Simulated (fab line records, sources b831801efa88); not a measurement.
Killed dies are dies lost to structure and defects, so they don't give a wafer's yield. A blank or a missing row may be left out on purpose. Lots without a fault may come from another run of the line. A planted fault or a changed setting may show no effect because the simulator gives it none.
A struck lot beside a sound one | flow sky130 | 16 steps out of a route of 708
Sound: wafers L996.2, L996.4, L996.5. Struck: wafers L991.1, L991.3, L991.4. The cause comes at the end.
At each step with rows: each side's tool, then ch and its chambers, then its first start. Under that, the readings that differ: sound wafers | struck wafers | difference of the means | sigmas: that difference in standard deviations of wafers without a fault.
alike: readings whose means differ by less than 2 such deviations, and words and numbers that are the same on both sides. not compared: withheld readings, readings that some wafer has no value for, bounds like >300 that may hide the same value, and numbers for which the record gives no deviation and whose values overlap.
The two part at a step that has a row with sigmas, a row that says differs or no value, or rows on one side only. Numbers that don't overlap but have no deviation are shown without sigmas and don't part them. A reading that every wafer of one side lacks parts them only if that side has two wafers or more.

first, 3 steps without rows for these wafers: SKY_METAL1_EXPOSE_12 (exposes mask MM1, target cd 140 nm); SKY_METAL1_PEB_13; SKY_METAL1_DEVELOP_14 (develop time 60 s).
SKY_METAL1_CD_MEAS_15: target cd 140 nm.
  sound on cd_sem-01, day 37 07:08; struck on cd_sem-02, day 35 13:58
  reading    | sound             | struck            | difference | sigmas
  cd_nm (nm) | 143.8 144.6 142.0 | 138.6 138.9 138.6 | -4.8       | -3
SKY_METAL1_OVL_MEAS_16:
  sound on overlay-02, day 37 07:15; struck on overlay-01, day 35 14:05
  alike: METAL1_OVL
SKY_METAL1_DESCUM_17: chemistry O2, time 8 s.
  sound on rie_metal-01 ch 0, day 37 07:17; struck on rie_metal-02 ch 0,1, day 35 14:08
  alike: drypump_motor_current_A, he_backside_leak_sccm, oes_product_au
  not compared: rf_hours_counter_h
SKY_METAL1_ETCH_18: etches BARC in N2/H2, stops on SiO2, time 45.9 s, target depth 60 nm.
  sound on rie_metal-01 ch 0, day 37 07:19; struck on rie_metal-02 ch 0,1, day 35 14:10
  alike: bias_w, drypump_motor_current_A, he_backside_leak_sccm, oes_product_au, throttle_valve_pct
  not compared: rf_hours_counter_h
SKY_METAL1_METAL_ETCH_19: etches the open film in Cl2/BCl3, stops on SiO2, target depth 360 nm, time 78 s.
  sound on rie_metal-01 ch 0, day 37 07:22; struck on rie_metal-02 ch 0,1, day 35 14:13
  alike: bias_w, drypump_motor_current_A, he_backside_leak_sccm, mfc_cl2_sccm, oes_product_au, throttle_valve_pct
  not compared: rf_hours_counter_h
SKY_METAL1_STRIP_20: strips in O2/N2.
  sound on plasma_asher-02 ch 0,1, day 37 07:28; struck on plasma_asher-01 ch 0,1, day 35 14:19
  reading                      | sound          | struck         | difference | sigmas
  strip_time_to_endpoint_s (s) | 2.82 2.81 2.80 | 2.75 2.64 2.73 | -0.10      | -2
  alike: drypump_motor_current_A, oes_product_au
  not compared: rf_hours_counter_h
then, 3 steps without rows for these wafers: SKY_METAL1_STRIP_21 (strips in post etch residue remover, time 1200 s); SKY_METAL1_CLEAN_22 (cleans in IPA, time 180 s); SKY_METAL1_CLEAN_23 (cleans in O3/DIW).
SKY_VIA1_HDPCVD_00: deposits SiO2, target thk 1030 nm, time 171.7 s.
  sound on hdpcvd-01 ch 0,1, day 37 08:06; struck on hdpcvd-02 ch 0,1,2, day 35 14:55
  reading                                  | sound             | struck            | difference | sigmas
  sih4_flow_sccm (sccm)                    | 59.79 60.06 60.08 | 50.85 50.94 51.03 | -9.04      | -53
  model.SiO2_of_VIA1_HDPCVD_00.thk_nm (nm) | 1023 1022 1020    | 854.9 864.4 869.9 | -158.6     |
SKY_VIA1_THK_MEAS_01:
  sound on film_metro-01, day 37 08:13; struck on film_metro-03, day 35 15:15
  reading              | sound          | struck      | difference | sigmas
  VIA1_HDPCVD_THK (nm) | 1022 1023 1020 | 854 865 870 | -159       | -14
  not compared: hold
SKY_VIA1_CMP_02: polishes SiO2.
  sound on cmp-01 ch 2,3, day 37 08:16; struck on cmp-01 ch 0,2,3, day 35 18:22
  reading | sound | struck                                                                     | difference                   | sigmas
  hold    | - - - | await_dispo/2.2h/release await_dispo/2.2h/release await_dispo/2.2h/release | no value on the sound wafers |
  alike: motor_current_A
-- the record jumps here: 12 days lie between the struck wafers' starts before and after (it left off in module VIA1 and takes up again in module PAD_OPEN, whose first step shown is number 708 of the route) --
SKY_PAD_OPEN_PROBE_99:
  the record has rows for the struck wafers here (prober-02, day 48 01:38) and none for the sound ones

WHERE THEY PART
First at SKY_METAL1_CD_MEAS_15; last, within this record, at SKY_PAD_OPEN_PROBE_99.

WHY: what the simulator had put in
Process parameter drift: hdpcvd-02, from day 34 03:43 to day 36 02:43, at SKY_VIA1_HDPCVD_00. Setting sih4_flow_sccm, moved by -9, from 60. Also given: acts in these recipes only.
